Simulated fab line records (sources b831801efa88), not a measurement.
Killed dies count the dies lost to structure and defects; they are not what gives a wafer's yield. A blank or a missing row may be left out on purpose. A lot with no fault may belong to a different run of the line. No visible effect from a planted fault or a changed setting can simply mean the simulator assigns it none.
Which tool did it? -- flow sky130 -- 45 wafers from 15 lots sampled at 3 of the route's 708 steps

== WHAT THE GAUGES READ, wafer by wafer ==
SKY_NWELL_OVL_MEAS_23. Usual: NWELL_01_OVL typically reads -0.5 nm, with standard deviation 1.1.
lot,measured,on,NWELL_01_OVL (nm),flag
L236,day 5 10:39,overlay-01,1.1 -0.2 -2.3,
L238,day 5 19:47,overlay-01,-0.1 -0.8 -2.7,
L239,day 6 03:30,overlay-02,0.2 -0.6 -1.2,
L240,day 6 09:17,overlay-01,0.8 1.5 0.2,
L242,day 6 18:57,overlay-02,-3.2 -2.1 -1.3,
L246,day 7 19:18,overlay-01,-1.8 -1.4 0.6,
L250,day 9 00:09,overlay-02,-0.3 -0.7 0.5,
L252,day 9 10:34,overlay-02,1.2 -2.4 -1.7,
L253,day 9 14:48,overlay-02,0.5 -0.2 0.8,
L254,day 9 22:43,overlay-02,0.2 1.2 -0.5,
L256,day 10 11:12,overlay-01,1.1 -0.9 -0.3,
L257,day 10 15:42,overlay-02,-2.0 -1.3 -1.2,

== WHICH TOOL RAN EACH LOT (tool, then ch and the chambers of the sampled wafers, then the start) ==
lot,SKY_FIELD_ISO_ETCH_17,SKY_FIELD_ISO_WET_ETCH_18
L236,"rie-si-02 ch 1,2, day 2 05:54","wet-bench-02 ch 1, day 2 05:58"
L238,"rie-si-01 ch 0,1,2, day 2 15:19","wet-bench-04 ch 3, day 2 15:23"
L239,"rie-si-01 ch 1,2, day 2 21:34","wet-bench-01 ch 3, day 2 21:38"
L240,"rie-si-02 ch 1,2, day 3 02:10","wet-bench-02 ch 1, day 3 02:14"
L242,"rie-si-02 ch 1,2,3, day 3 12:01","wet-bench-02 ch 3, day 3 12:05"
L246,"rie-si-01 ch 1,2, day 4 09:03","wet-bench-01 ch 2, day 4 09:07"
L247,"rie-si-02 ch 1,3, day 4 13:40","wet-bench-02 ch 2, day 4 13:44"
L248,"rie-si-02 ch 1,3, day 4 19:46","wet-bench-01 ch 1, day 4 19:50"
L249,"rie-si-02 ch 0,1,3, day 5 00:07","wet-bench-02 ch 2, day 5 00:12"
L250,"rie-si-01 ch 0,1,2, day 5 06:55","wet-bench-01 ch 0, day 5 06:59"
L252,"rie-si-02 ch 2,3, day 5 16:47","wet-bench-01 ch 3, day 5 16:51"
L253,"rie-si-02 ch 0,1,2, day 5 20:27","wet-bench-01 ch 2, day 5 20:31"
L254,"rie-si-02 ch 2,3, day 6 03:35","wet-bench-01 ch 0, day 6 03:39"
L256,"rie-si-01 ch 2,3, day 6 15:49","wet-bench-04 ch 2, day 6 15:53"
L257,"rie-si-01 ch 0,2,3, day 6 19:58","wet-bench-02 ch 0, day 6 20:02"
- SKY_FIELD_ISO_ETCH_17: etches Si in HBr/Cl2/O2, target depth 342 nm, time 97.7 s.
- SKY_FIELD_ISO_WET_ETCH_18: etches Si3N4 in H3PO4, target depth 25 nm, time 286 s.

== WHAT THE TOOLS THEMSELVES READ (means of the sampled wafers that have a number; where no wafer has one, the mark that the record gives instead) ==
SKY_FIELD_ISO_ETCH_17. Usual: HBr_flow_sccm 149.9 sccm, standard deviation 0.43; O2_flow_sccm 5.999 sccm, standard deviation 0.016; drypump-motor-current-A 5.7 A, standard deviation 0.46; mfc-cl2-sccm 40.01 sccm, standard deviation 0.13; oes-product-au 1.001 a.u., standard deviation 0.0083; rf-fwd-power-W 596.4 W, standard deviation 2; throttle-valve-pct 25.655 %, standard deviation 0.01.
lot,tool,HBr_flow_sccm (sccm),O2_flow_sccm (sccm),drypump-motor-current-A (A),mfc-cl2-sccm (sccm),oes-product-au (a.u.),rf-fwd-power-W (W),throttle-valve-pct (%),flag
L236,rie-si-02,149.4,6.007,6.1,39.89,0.999,595.9,25.654,
L238,rie-si-01,150.2,6.018,5.4,40.00,1.007,597.9,25.642,
L239,rie-si-01,149.5,5.984,5.4,40.14,1.006,594.6,25.646,
L240,rie-si-02,149.5,5.997,5.7,39.97,1.000,595.9,25.655,
L242,rie-si-02,149.9,5.991,6.0,40.09,0.992,597.1,25.656,
L246,rie-si-01,149.9,6.000,5.3,40.04,1.007,594.8,25.643,
L247,rie-si-02,149.4,5.997,5.9,39.95,0.991,598.3,25.664,
L248,rie-si-02,150.1,6.002,5.7,40.11,0.983,594.3,25.661,
L249,rie-si-02,150.3,5.985,5.8,40.05,1.003,596.5,25.646,
L250,rie-si-01,149.7,6.014,5.4,40.02,1.007,595.2,25.659,
L252,rie-si-02,150.1,6.013,6.4,39.94,0.999,594.2,25.660,
L253,rie-si-02,149.9,6.013,5.8,40.02,1.006,596.5,25.655,
L254,rie-si-02,150.0,5.982,6.4,39.98,0.997,596.1,25.658,
L256,rie-si-01,150.5,5.997,5.4,39.98,1.008,596.1,25.654,
L257,rie-si-01,150.1,6.003,5.5,39.95,1.006,597.5,25.649,

SKY_FIELD_ISO_WET_ETCH_18. Usual: bath-guard-temp-C 160.1 C, standard deviation 0.35; bath-heat-duty-pct 26.7 %, standard deviation 2.4.
lot,tool,bath-guard-temp-C (C),bath-heat-duty-pct (%),flag
L236,wet-bench-02,160.5,32.0,
L238,wet-bench-04,159.5,25.9,
L239,wet-bench-01,160.5,27.9,
L240,wet-bench-02,160.3,30.8,
L242,wet-bench-02,159.9,27.2,
L246,wet-bench-01,160.0,25.0,
L247,wet-bench-02,-,-,OFF
L248,wet-bench-01,-,-,OFF
L249,wet-bench-02,-,-,OFF
L250,wet-bench-01,159.9,27.4,
L252,wet-bench-01,160.6,28.6,
L253,wet-bench-01,160.1,25.8,
L254,wet-bench-01,159.8,27.5,
L256,wet-bench-04,160.1,23.5,
L257,wet-bench-02,159.7,25.9,

== THE ANSWER, worked out from the rows above alone ==
Rule: take the mean of a lot's wafers that have a number; if it is more than 3 standard deviations from the usual mean, the lot is off. Also off: a lot with no number at a reading for which 4 or more lots have one. All remaining lots with rows at the step are treated as sound. After the gauges, taken in route order, come the tools' own readings; for these a lot's mean is taken, as printed above. The first step at which some lot is off is used, and at that step the reading that is off furthest; a lot without a number counts as furthest.
Off: L247, L248, L249, at SKY_FIELD_ISO_WET_ETCH_18 (bath-guard-temp-C). Without a number there: L247, L248, L249.
If a tool, at that step or one of the process steps before it, ran each lot that is off and ran no sound lot following the first of them, it fits. No candidate that was tried fits.

== WHAT WAS PUT IN BY THE SIMULATOR ==
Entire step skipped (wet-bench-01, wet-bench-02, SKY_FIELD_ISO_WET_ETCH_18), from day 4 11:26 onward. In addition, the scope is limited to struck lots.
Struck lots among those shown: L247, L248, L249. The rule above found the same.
